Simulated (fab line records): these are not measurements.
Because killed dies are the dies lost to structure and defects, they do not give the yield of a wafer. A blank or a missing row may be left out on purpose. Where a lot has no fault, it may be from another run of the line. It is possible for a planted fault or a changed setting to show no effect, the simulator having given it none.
Which tool was responsible? -- flow sky130 -- 24 lots, 72 wafers sampled, at 3 steps of a route of 708

== WHAT THE GAUGES SHOWED, per wafer ==
SKY_CAP2M_THK_MEAS_01.
lot,measured,on,CAP2M_CVD_00_THK (nm)
L074,day 40 05:07,film metro-01,15.38 15.20 15.67
L075,day 40 06:55,film metro-01,15.24 15.64 15.93
L076,day 40 16:24,film metro-03,15.16 15.34 15.34
L077,day 41 07:16,film metro-01,15.69 15.91 15.80
L079,day 41 16:35,film metro-02,15.48 15.68 15.71
L078,day 41 16:55,film metro-02,15.40 15.41 15.38
L080,day 41 17:27,film metro-01,15.84 15.88 15.74
L081,day 42 18:20,film metro-01,15.51 15.70 15.74
L083,day 43 00:23,film metro-02,15.41 15.36 15.51
L082,day 43 03:05,film metro-03,15.32 15.41 15.76
L084,day 43 07:01,film metro-02,15.45 15.16 15.18
L085,day 43 16:30,film metro-01,15.13 15.00 15.41
L086,day 43 22:12,film metro-01,14.91 15.14 15.24
L088,day 44 14:20,film metro-02,15.14 15.38 15.47
L087,day 44 15:35,film metro-03,15.57 15.43 15.61
L090,day 44 16:38,film metro-02,15.67 15.77 15.74
L089,day 44 17:32,film metro-01,15.52 15.40 15.48
L091,day 44 21:53,film metro-02,15.67 15.73 15.79
L092,day 45 01:20,film metro-01,15.39 15.73 15.75
L093,day 45 11:29,film metro-02,15.05 15.24 15.47
L094,day 45 14:05,film metro-02,15.43 15.82 15.40
L095,day 45 18:53,film metro-03,15.41 15.69 15.59
L096,day 46 01:37,film metro-03,15.81 15.82 16.02
L097,day 46 05:06,film metro-01,15.25 15.69 15.58

SKY_CAP2M_OVL_MEAS_12.
lot,measured,on,CAP2M_OVL (nm)
L074,day 41 05:00,overlay-02,3.2 2.0 4.3
L075,day 41 07:31,overlay-01,1.1 1.0 1.6
L076,day 41 16:16,overlay-02,-3.3 -1.2 -1.5
L077,day 42 07:14,overlay-01,-0.8 -2.3 1.1
L079,day 42 15:37,overlay-01,-0.1 0.5 0.3
L078,day 42 16:31,overlay-01,-2.1 -1.7 0.1
L080,day 42 17:11,overlay-02,1.0 1.6 -0.4
L081,day 43 17:25,overlay-01,0.9 2.9 2.4
L083,day 43 23:14,overlay-01,-2.7 -2.9 -2.4
L082,day 44 01:22,overlay-01,-0.2 0.0 0.7
L084,day 44 05:02,overlay-02,-0.2 -1.0 1.3
L085,day 44 15:13,overlay-02,0.4 -1.0 0.7
L086,day 44 20:22,overlay-01,0.6 0.1 -0.2
L088,day 45 12:22,overlay-02,3.3 0.8 2.3
L087,day 45 13:21,overlay-02,-3.1 -4.1 -3.1
L090,day 45 14:11,overlay-01,-1.6 -0.8 -0.6
L089,day 45 15:04,overlay-01,1.3 -0.8 1.7
L091,day 45 19:30,overlay-01,-2.9 -0.1 -0.5
L092,day 45 23:13,overlay-01,2.9 -0.4 2.9
L093,day 46 08:27,overlay-02,0.5 -0.3 -2.0
L094,day 46 11:02,overlay-02,2.2 1.3 0.6
L095,day 46 15:34,overlay-01,2.1 0.3 -1.8
L096,day 46 22:07,overlay-01,-1.0 -2.0 -1.5
L097,day 47 01:19,overlay-02,-0.9 -1.9 -1.8

== TOOL THAT RAN EACH LOT (tool first, then ch and the chambers of the sampled wafers, then the start) ==
lot,SKY_METAL3_METAL_ETCH_18
L074,"rie metal-04 ch 0,1, day 39 01:10"
L075,"rie metal-02 ch 0,1, day 39 01:44"
L076,"rie metal-01 ch 1, day 39 12:05"
L077,"rie metal-04 ch 0,1, day 40 04:08"
L079,"rie metal-01 ch 0,1, day 40 13:01"
L078,"rie metal-01 ch 0,1, day 40 13:14"
L080,"rie metal-04 ch 0,1, day 40 14:15"
L081,"rie metal-01 ch 0,1, day 41 15:41"
L083,"rie metal-04 ch 0,1, day 41 21:35"
L082,"rie metal-02 ch 0,1, day 42 01:03"
L084,"rie metal-04 ch 0, day 42 03:38"
L085,"rie metal-01 ch 0,1, day 42 14:18"
L086,"rie metal-01 ch 0,1, day 42 20:43"
L088,"rie metal-02 ch 0,1, day 43 12:17"
L087,"rie metal-02 ch 1, day 43 13:55"
L090,"rie metal-04 ch 0,1, day 43 14:48"
L089,"rie metal-02 ch 0,1, day 43 15:37"
L091,"rie metal-02 ch 0,1, day 43 20:29"
L092,"rie metal-01 ch 0,1, day 43 23:54"
L093,"rie metal-02 ch 0,1, day 44 10:45"
L094,"rie metal-04 ch 0,1, day 44 12:58"
L095,"rie metal-02 ch 0,1, day 44 18:26"
L096,"rie metal-02 ch 0,1, day 45 01:40"
L097,"rie metal-01 ch 0,1, day 45 04:29"
- SKY_METAL3_METAL_ETCH_18: etches the open film in Cl2/BCl3, stops on SiO2, target depth 845 nm, time 183.1 s.

== WHAT THE TOOLS THEMSELVES READ (means of the sampled wafers that have a number; where no wafer has one, the mark that the record gives instead) ==
SKY_METAL3_METAL_ETCH_18.
lot,tool,bcl3 flow sccm (sccm),drypump motor current A (A),oes product au (a.u.),throttle valve pct (%)
L074,rie metal-04,29.91,5.9,0.863,22.261
L075,rie metal-02,30.13,5.6,0.869,22.268
L076,rie metal-01,29.96,5.0,0.866,22.272
L077,rie metal-04,29.99,6.0,0.857,22.273
L079,rie metal-01,30.01,5.4,0.857,22.279
L078,rie metal-01,30.04,5.4,0.868,22.269
L080,rie metal-04,29.92,6.0,0.864,22.266
L081,rie metal-01,30.07,5.7,0.869,22.266
L083,rie metal-04,29.93,6.0,0.863,22.266
L082,rie metal-02,29.94,5.3,0.862,22.260
L084,rie metal-04,30.05,5.8,0.863,22.265
L085,rie metal-01,29.97,5.4,0.868,22.264
L086,rie metal-01,30.04,5.3,0.869,22.258
L088,rie metal-02,30.03,5.3,0.867,22.266
L087,rie metal-02,30.14,5.9,0.871,22.257
L090,rie metal-04,29.96,6.0,0.864,22.263
L089,rie metal-02,29.95,5.3,0.861,22.267
L091,rie metal-02,30.00,5.6,0.869,22.267
L092,rie metal-01,30.04,5.4,0.865,22.262
L093,rie metal-02,30.01,5.3,0.854,22.268
L094,rie metal-04,29.98,6.2,0.858,22.269
L095,rie metal-02,30.03,5.6,0.866,22.256
L096,rie metal-02,30.06,5.3,0.872,22.264
L097,rie metal-01,29.95,5.3,0.861,22.262

== THE ANSWER, worked out from the rows above alone ==
Rule: what is usual is taken from the lots themselves. The widest of any qualifying gaps counts: lots, ordered by their means at a reading, are off when they make up no more than a third of the lots, leave a main group of 4 or more, and stand apart from it by 3 or more times the standard deviation of that group's means. A main group whose means are all the same, to the digits that the tables above print for the reading, isn't used. Also off: a lot with no number at a reading for which 4 or more lots have one. The other lots that the step has rows for count as sound. First the gauges in route order, then the tools' own readings, where a lot's mean is used as printed above. At the first step where some lot is off, the reading lying furthest off is the one used; lots without a number count as furthest.
None of the lots is off at any reading shown; this tells nothing.

== WHAT THE SIMULATOR HAD PUT IN ==
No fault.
